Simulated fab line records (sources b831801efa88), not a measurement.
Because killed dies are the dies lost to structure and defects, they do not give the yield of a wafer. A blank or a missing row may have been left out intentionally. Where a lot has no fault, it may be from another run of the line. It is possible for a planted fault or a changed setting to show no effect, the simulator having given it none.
Struck lot and sound lot, side by side | flow sky130 | 20 steps out of a route of 708
Sound: wafers L440.2, L440.4, L440.6. Struck: wafers L455.3, L455.4, L455.6. The cause is given at the end.
Order at every step that has rows: each side's tool, ch and its chambers, its first start. Under that, the readings that differ: sound wafers | struck wafers | difference of the means | sigmas: that difference in standard deviations of wafers without a fault.
alike: a reading whose means differ by less than 2 such deviations, as well as words and numbers matching on both sides. not compared: withheld readings; readings where some wafer has no value; bounds like >300 that might hide an equal value; numbers whose values overlap and for which the record gives no deviation.
Wherever a step has rows on one side only, a row that says differs or no value, or a row with sigmas, the two part there. When numbers do not overlap yet have no deviation, they are printed without sigmas and do not part them. A reading missing from all wafers of one side parts the sides only when that side holds two or more wafers.

first, 1 step without rows for these wafers: SKY_GATE_OXIDE_DEVELOP_09 (develop time 60 s).
SKY_GATE_OXIDE_OVL_MEAS_10:
  sound on overlay-02 at day 14 22:22; struck on overlay-02 at day 20 13:51
  alike: GATE_OXIDE_OVL
then, 2 steps without rows for these wafers: SKY_GATE_OXIDE_IMPLANT_11; SKY_GATE_OXIDE_WET_ETCH_12 (etches SiO2 in dHF, target depth 16.8 nm, time 336 s).
SKY_GATE_OXIDE_STRIP_13: strips in O2/N2.
  sound on plasmaAsher-03 ch 0,1, day 14 22:40; struck on plasmaAsher-04 ch 0,1, day 20 14:10
  alike: drypumpMotorCurrentA, o2FlowSccm, oesProductAu, stripTimeToEndpointS
  not compared: rfHoursCounterH
SKY_GATE_OXIDE_TW_MEAS_14:
  sound on filmMetro-01 at day 14 22:46; struck on filmMetro-02 at day 20 14:14
  alike: GATE_OXIDE_TW
then, 3 steps without rows for these wafers: SKY_GATE_OXIDE_CLEAN_15 (cleans in SC1/SC2, time 150 s); SKY_GATE_OXIDE_OXIDATION_16 (stabilise 600 s, purge 300 s, target thk 3.57 nm); SKY_POLY_GATE_CVD_00 (deposits poly-Si, target thk 180 nm, time 720 s).
SKY_POLY_GATE_THK_MEAS_01:
  sound on filmMetro-04 at day 15 08:42; struck on filmMetro-03 at day 20 17:05
  alike: POLY_GATE_CVD_00_THK
then, 2 steps without rows for these wafers: SKY_RES_PROTECT_DEHYDRATE_00 (time 60 s); SKY_RES_PROTECT_HMDS_01 (prime time 60 s).
SKY_RES_PROTECT_COAT_02: resist thk 1140 nm.
  sound on lithoTrack-03 ch 0, day 15 21:10; struck on lithoTrack-04 ch 0, day 21 08:22
reading                                         | sound                | struck               | difference | sigmas
spinSpeedRpm (rpm)                              | 3000.4 2998.8 3000.9 | 2806.9 2808.0 2805.9 | -193.1     | -99 or more
model.NOVOLAK_of_RES_PROTECT_COAT_02.thkNm (nm) | 1136 1138 1134       | 1176 1175 1175       | +39        | 
then, 3 steps without rows for these wafers: SKY_RES_PROTECT_SOFTBAKE_03 (time 60 s); SKY_RES_PROTECT_EXPOSE_04 (exposes mask RPM, target cd 1270 nm); SKY_RES_PROTECT_PEB_05.
SKY_RES_PROTECT_DEVELOP_06: develop time 60 s.
  sound on lithoTrack-04 ch 0, day 16 10:59; struck on lithoTrack-02 ch 0, day 21 23:39
reading                                         | sound          | struck         | difference | sigmas
model.NOVOLAK_of_RES_PROTECT_COAT_02.thkNm (nm) | 1136 1137 1134 | 1175 1174 1174 | +39        | 
then, 1 step without rows for these wafers: SKY_POLY_GATE_IMPLANT_02.
SKY_RES_PROTECT_STRIP_07: strips in O2/N2.
  sound on plasmaAsher-01 ch 0,1, day 16 11:16; struck on plasmaAsher-01 ch 0,1, day 21 23:56
reading                  | sound             | struck            | difference | sigmas
stripTimeToEndpointS (s) | 23.23 23.26 23.24 | 23.65 23.64 23.63 | +0.40      | +10
  alike: drypumpMotorCurrentA, o2FlowSccm, oesProductAu
  not compared: rfHoursCounterH
SKY_RES_PROTECT_TW_MEAS_08:
  sound on filmMetro-01 at day 16 11:23; struck on filmMetro-04 at day 22 00:01
reading      | sound          | struck         | difference | sigmas
POLY_GATE_TW | 3943 3937 3927 | 4054 4083 4090 | +140       | +3

WHERE THEY PART
Last at SKY_RES_PROTECT_TW_MEAS_08 as far as this record goes, first at SKY_RES_PROTECT_COAT_02.

WHY: whatever the simulator had introduced
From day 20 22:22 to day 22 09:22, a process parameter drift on lithoTrack-04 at SKY_RES_PROTECT_COAT_02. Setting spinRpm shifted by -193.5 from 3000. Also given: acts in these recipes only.
